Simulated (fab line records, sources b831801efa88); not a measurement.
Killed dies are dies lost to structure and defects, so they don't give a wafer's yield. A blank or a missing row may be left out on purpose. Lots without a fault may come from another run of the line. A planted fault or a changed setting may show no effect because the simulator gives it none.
Which tool did it? | flow sky130 | 12 lots, 36 wafers sampled, at 5 steps of a route of 708

WHAT THE GAUGES READ, wafer by wafer
SKY_VIA2_THK_MEAS_01.
lot  | measured     | on            | VIA2_HDPCVD_THK (nm)
L443 | day 35 04:19 | film_metro-04 | 1167 1155 1170
L444 | day 35 15:26 | film_metro-01 | 1153 1191 1198
L445 | day 35 20:37 | film_metro-04 | 1168 1163 1181
L446 | day 35 22:11 | film_metro-02 | 1195 1193 1190
L450 | day 37 17:49 | film_metro-04 | 1192 1171 1187
L451 | day 38 00:48 | film_metro-02 | 1186 1179 1176
L456 | day 39 15:17 | film_metro-01 | 988 1158 991
L457 | day 39 20:32 | film_metro-04 | 1188 1164 996
L461 | day 40 19:57 | film_metro-01 | 1164 1156 1178
L462 | day 40 23:31 | film_metro-02 | 1167 1154 1173
L463 | day 41 05:10 | film_metro-02 | 1171 1176 1152
L466 | day 42 04:13 | film_metro-02 | 1175 1171 1183

SKY_VIA2_BOW_MEAS_03.
lot  | measured     | on            | VIA2_BOW (um)
L443 | day 35 04:41 | film_metro-02 | 96 84 83
L444 | day 35 15:47 | film_metro-01 | 97 84 89
L445 | day 35 20:59 | film_metro-01 | 83 87 82
L446 | day 35 22:35 | film_metro-04 | 102 91 91
L450 | day 37 18:11 | film_metro-02 | 83 81 85
L451 | day 38 01:10 | film_metro-04 | 85 83 88
L456 | day 39 15:39 | film_metro-04 | 90 92 79
L457 | day 39 20:54 | film_metro-01 | 82 77 86
L461 | day 40 20:19 | film_metro-01 | 90 80 80
L462 | day 40 23:53 | film_metro-01 | 86 93 85
L463 | day 41 05:32 | film_metro-01 | 76 69 81
L466 | day 42 04:34 | film_metro-02 | 90 87 72

SKY_VIA2_OVL_MEAS_13.
lot  | measured     | on         | VIA2_OVL (nm)
L443 | day 36 06:14 | overlay-02 | -4 -5 1
L444 | day 36 18:11 | overlay-02 | -1 -1 7
L445 | day 36 23:02 | overlay-01 | -8 4 -9
L446 | day 37 00:14 | overlay-02 | -2 9 3
L450 | day 38 20:08 | overlay-01 | -11 -1 -3
L451 | day 39 01:38 | overlay-01 | -3 5 6
L456 | day 40 15:53 | overlay-02 | 8 -1 -1
L457 | day 40 21:14 | overlay-02 | 1 1 4
L461 | day 41 20:52 | overlay-01 | 0 1 -5
L462 | day 42 00:11 | overlay-01 | 1 1 -1
L463 | day 42 05:47 | overlay-02 | -2 2 13
L466 | day 43 04:04 | overlay-02 | 10 6 12

WHICH TOOL RAN EACH LOT (tool, then ch and the chambers of the sampled wafers, then the start)
lot  | SKY_METAL2_METAL_ETCH_19          | SKY_VIA2_HDPCVD_00
L443 | rie_metal-04 ch 0,1, day 35 03:30 | hdpcvd-02 ch 0,1,2, day 35 04:11
L444 | rie_metal-01 ch 0,1, day 35 14:37 | hdpcvd-02 ch 0,1,2, day 35 15:18
L445 | rie_metal-02 ch 0, day 35 19:46   | hdpcvd-01 ch 0,1,2, day 35 20:28
L446 | rie_metal-04 ch 0,1, day 35 21:23 | hdpcvd-01 ch 0,1,2, day 35 22:06
L450 | rie_metal-04 ch 0,1, day 37 16:58 | hdpcvd-01 ch 1,2, day 37 17:41
L451 | rie_metal-04 ch 0,1, day 37 23:52 | hdpcvd-01 ch 0,1, day 38 00:41
L456 | rie_metal-04 ch 0,1, day 39 14:24 | hdpcvd-02 ch 0,2, day 39 15:10
L457 | rie_metal-04 ch 1, day 39 19:36   | hdpcvd-02 ch 0,1,2, day 39 20:25
L461 | rie_metal-04 ch 0,1, day 40 19:00 | hdpcvd-01 ch 1,2, day 40 19:46
L462 | rie_metal-04 ch 0,1, day 40 22:42 | hdpcvd-01 ch 0,1, day 40 23:23
L463 | rie_metal-02 ch 0,1, day 41 04:21 | hdpcvd-01 ch 1,2, day 41 05:01
L466 | rie_metal-01 ch 0,1, day 42 03:22 | hdpcvd-01 ch 0,1, day 42 04:05
- SKY_METAL2_METAL_ETCH_19: etches the open film in Cl2/BCl3, stops on SiO2, target depth 360 nm, time 78 s.
- SKY_VIA2_HDPCVD_00: deposits SiO2, target thk 1180 nm, time 196.7 s.

WHAT THE TOOLS THEMSELVES READ (means of the sampled wafers that have a number; where no wafer has one, the mark that the record gives instead)
SKY_METAL2_METAL_ETCH_19.
lot  | tool         | drypump_motor_current_A (A) | oes_product_au (a.u.) | throttle_valve_pct (%)
L443 | rie_metal-04 | 6.3                         | 0.855                 | 22.264
L444 | rie_metal-01 | 6.0                         | 0.854                 | 22.266
L445 | rie_metal-02 | 6.2                         | 0.852                 | 22.265
L446 | rie_metal-04 | 6.0                         | 0.848                 | 22.269
L450 | rie_metal-04 | 6.0                         | 0.853                 | 22.267
L451 | rie_metal-04 | 6.2                         | 0.862                 | 22.261
L456 | rie_metal-04 | 6.0                         | 0.858                 | 22.269
L457 | rie_metal-04 | 6.5                         | 0.852                 | 22.262
L461 | rie_metal-04 | 6.0                         | 0.852                 | 22.264
L462 | rie_metal-04 | 6.0                         | 0.853                 | 22.264
L463 | rie_metal-02 | 6.4                         | 0.848                 | 22.259
L466 | rie_metal-01 | 6.0                         | 0.854                 | 22.264

THE ANSWER, worked out from the rows above alone
Rule: what is usual is taken from the lots themselves. Put in order of their means at a reading, lots are off if they are a third of the lots or fewer, leave a main group of 4 or more, and stand apart from it by a gap of 3 or more times the standard deviation of the main group's means; of several such gaps the widest counts. A main group whose means are all the same, to the digits that the tables above print for the reading, isn't used. A lot without any number at a reading at which 4 lots or more have one is off too. The other lots that the step has rows for count as sound. The gauges are gone through in route order, then the tools' own readings, and for those a lot's mean is taken as printed above. The first step at which some lot is off is used, and at that step the reading that is off furthest; a lot without a number counts as furthest.
Off: L456, L457, at SKY_VIA2_THK_MEAS_01 (VIA2_HDPCVD_THK). The main group: mean 1174 nm, standard deviation 9.2.
A tool fits if, at a process step before that reading, it ran every lot that is off, and no sound lot after the first of them. The gauges at SKY_VIA2_THK_MEAS_01 are tried like those tools. One fits: hdpcvd-02 at SKY_VIA2_HDPCVD_00. Its last sound lot is L444 (day 35 15:18), its first lot that is off L456 (day 39 15:10): a fault that began between those two fits.

WHAT THE SIMULATOR HAD PUT IN
Site profile drift: hdpcvd-02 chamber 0, from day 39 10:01 on, at SKY_VIA2_HDPCVD_00. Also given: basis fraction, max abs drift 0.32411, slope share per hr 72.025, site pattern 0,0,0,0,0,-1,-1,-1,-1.
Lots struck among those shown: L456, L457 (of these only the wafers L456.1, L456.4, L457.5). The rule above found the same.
